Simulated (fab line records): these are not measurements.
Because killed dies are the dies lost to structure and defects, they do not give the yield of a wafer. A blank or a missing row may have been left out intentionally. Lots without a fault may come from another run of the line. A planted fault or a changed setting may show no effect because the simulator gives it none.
Lot-split experiment :: flow gf180mcu :: route with 602 steps; 5 lots, 23 wafers read

## THE SPLIT
At GF_MIM_EXPOSE_16 (exposes mask FuseTop, target cd 2000 nm), the setting dose mj was moved away from the recipe's 140 on 5 of the 23 wafers read, by -4.5% to -2.1%. All remaining wafers had this setting at the recipe value.

## FROM THE SPLIT TO THE READING: what the file shows between them, 2 steps
- GF_MIM_PEB_17
- GF_MIM_DEVELOP_18: develop time 60 s

## THE READING
MIM.cd nm (the simulator's own value, which no gauge read), in nm, at GF_MIM_METAL_ETCH_19 (etches the open film in Cl2/BCl3, stops on Si3N4, target depth 324.5 nm, time 54.1 s). The file gives no usual value for it. The 18 wafers here that ran the recipe average 2001 nm, standard deviation 3.6 nm.

wafer: L076.3
tool, chamber at the split: iline stepper-01, 0
dose mj as run: 140
against the recipe: recipe
MIM.cd nm, nm: 2002
against lot-mates on the recipe: -

wafer: L076.4
tool, chamber at the split: iline stepper-01, 0
dose mj as run: 140
against the recipe: recipe
MIM.cd nm, nm: 2000
against lot-mates on the recipe: -

wafer: L076.5
tool, chamber at the split: iline stepper-01, 0
dose mj as run: 140
against the recipe: recipe
MIM.cd nm, nm: 2006
against lot-mates on the recipe: -

wafer: L078.1
tool, chamber at the split: iline stepper-02, 0
dose mj as run: 140
against the recipe: recipe
MIM.cd nm, nm: 1996
against lot-mates on the recipe: -

wafer: L078.2
tool, chamber at the split: iline stepper-02, 0
dose mj as run: 137
against the recipe: -2.1%
MIM.cd nm, nm: 2001
against lot-mates on the recipe: +7

wafer: L078.4
tool, chamber at the split: iline stepper-02, 0
dose mj as run: 140
against the recipe: recipe
MIM.cd nm, nm: 1992
against lot-mates on the recipe: -

wafer: L078.5
tool, chamber at the split: iline stepper-02, 0
dose mj as run: 137
against the recipe: -2.1%
MIM.cd nm, nm: 2004
against lot-mates on the recipe: +10

wafer: L078.6
tool, chamber at the split: iline stepper-02, 0
dose mj as run: 137
against the recipe: -2.1%
MIM.cd nm, nm: 2006
against lot-mates on the recipe: +12

wafer: L079.1
tool, chamber at the split: iline stepper-01, 0
dose mj as run: 140
against the recipe: recipe
MIM.cd nm, nm: 2003
against lot-mates on the recipe: -

wafer: L079.5
tool, chamber at the split: iline stepper-01, 0
dose mj as run: 140
against the recipe: recipe
MIM.cd nm, nm: 2003
against lot-mates on the recipe: -

wafer: L079.2
tool, chamber at the split: iline stepper-01, 0
dose mj as run: 140
against the recipe: recipe
MIM.cd nm, nm: 2001
against lot-mates on the recipe: -

wafer: L079.3
tool, chamber at the split: iline stepper-01, 0
dose mj as run: 140
against the recipe: recipe
MIM.cd nm, nm: 2000
against lot-mates on the recipe: -

wafer: L079.6
tool, chamber at the split: iline stepper-01, 0
dose mj as run: 140
against the recipe: recipe
MIM.cd nm, nm: 2000
against lot-mates on the recipe: -

wafer: L082.1
tool, chamber at the split: iline stepper-01, 0
dose mj as run: 140
against the recipe: recipe
MIM.cd nm, nm: 1998
against lot-mates on the recipe: -

wafer: L082.2
tool, chamber at the split: iline stepper-01, 0
dose mj as run: 140
against the recipe: recipe
MIM.cd nm, nm: 2003
against lot-mates on the recipe: -

wafer: L082.3
tool, chamber at the split: iline stepper-01, 0
dose mj as run: 140
against the recipe: recipe
MIM.cd nm, nm: 1999
against lot-mates on the recipe: -

wafer: L082.5
tool, chamber at the split: iline stepper-01, 0
dose mj as run: 140
against the recipe: recipe
MIM.cd nm, nm: 2000
against lot-mates on the recipe: -

wafer: L082.6
tool, chamber at the split: iline stepper-01, 0
dose mj as run: 140
against the recipe: recipe
MIM.cd nm, nm: 2000
against lot-mates on the recipe: -

wafer: L083.1
tool, chamber at the split: iline stepper-02, 0
dose mj as run: 133.7
against the recipe: -4.5%
MIM.cd nm, nm: 2018
against lot-mates on the recipe: +12

wafer: L083.2
tool, chamber at the split: iline stepper-02, 0
dose mj as run: 140
against the recipe: recipe
MIM.cd nm, nm: 2007
against lot-mates on the recipe: -

wafer: L083.3
tool, chamber at the split: iline stepper-02, 0
dose mj as run: 133.7
against the recipe: -4.5%
MIM.cd nm, nm: 2017
against lot-mates on the recipe: +11

wafer: L083.4
tool, chamber at the split: iline stepper-02, 0
dose mj as run: 140
against the recipe: recipe
MIM.cd nm, nm: 2005
against lot-mates on the recipe: -

wafer: L083.5
tool, chamber at the split: iline stepper-02, 0
dose mj as run: 140
against the recipe: recipe
MIM.cd nm, nm: 2006
against lot-mates on the recipe: -

THE FIT
A straight line over all 23 wafers: MIM.cd nm changes by -3.1 nm for each +1% of dose mj; r = -0.76; the points scatter about the line by 3.9 nm.
The same after taking each lot's own level away (the mean of its wafers on the recipe; 23 wafers): -2.98 nm for each +1%; r = -0.89; scatter 2.2 nm.
That fit puts the effect of the largest move of dose mj on the reading at 13 nm.
From 1994.0 to 2006.0 nm: that is the span of the lots' own levels, equal to 3.3 times the standard deviation above.
So the lot-to-lot level blurs the effect unless lot-mates are compared.
Check: with one of the wafers moved furthest among these (-4.5%) left out of the fit, the line predicts +14.7 nm for it against its lot-mates. Against them it came out at +12 nm.

## OTHER SPLITS ON THESE WAFERS
Other splits were also applied to these wafers ahead of the reading. Each is held against what the fit with the lots' levels taken away leaves over:
other split on the same wafers: GF_V3_CVD_02 time s
wafers away from the commonest value: 4
r with MIM.cd nm (lot level and that fit taken away): +0.12

other split on the same wafers: GF_V3_PEB_12 peb temp c
wafers away from the commonest value: 8
r with MIM.cd nm (lot level and that fit taken away): -0.08

other split on the same wafers: GF_V3_ETCH_16 ion energy ev
wafers away from the commonest value: 7
r with MIM.cd nm (lot level and that fit taken away): +0.03

other split on the same wafers: GF_M4_SPUTTER_02 power w
wafers away from the commonest value: 9
r with MIM.cd nm (lot level and that fit taken away): -0.30

other split on the same wafers: GF_M4_DEVELOP_13 dev temp c
wafers away from the commonest value: 10
r with MIM.cd nm (lot level and that fit taken away): +0.14

other split on the same wafers: GF_V4_CVD_00 sih4 flow sccm
wafers away from the commonest value: 4
r with MIM.cd nm (lot level and that fit taken away): -0.40

other split on the same wafers: GF_MIM_SPUTTER_09 power w
wafers away from the commonest value: 4
r with MIM.cd nm (lot level and that fit taken away): -0.14

## FILE'S OWN FIT
MIM.cd nm changes by -2.94 nm for each +1% of dose mj, r = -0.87.
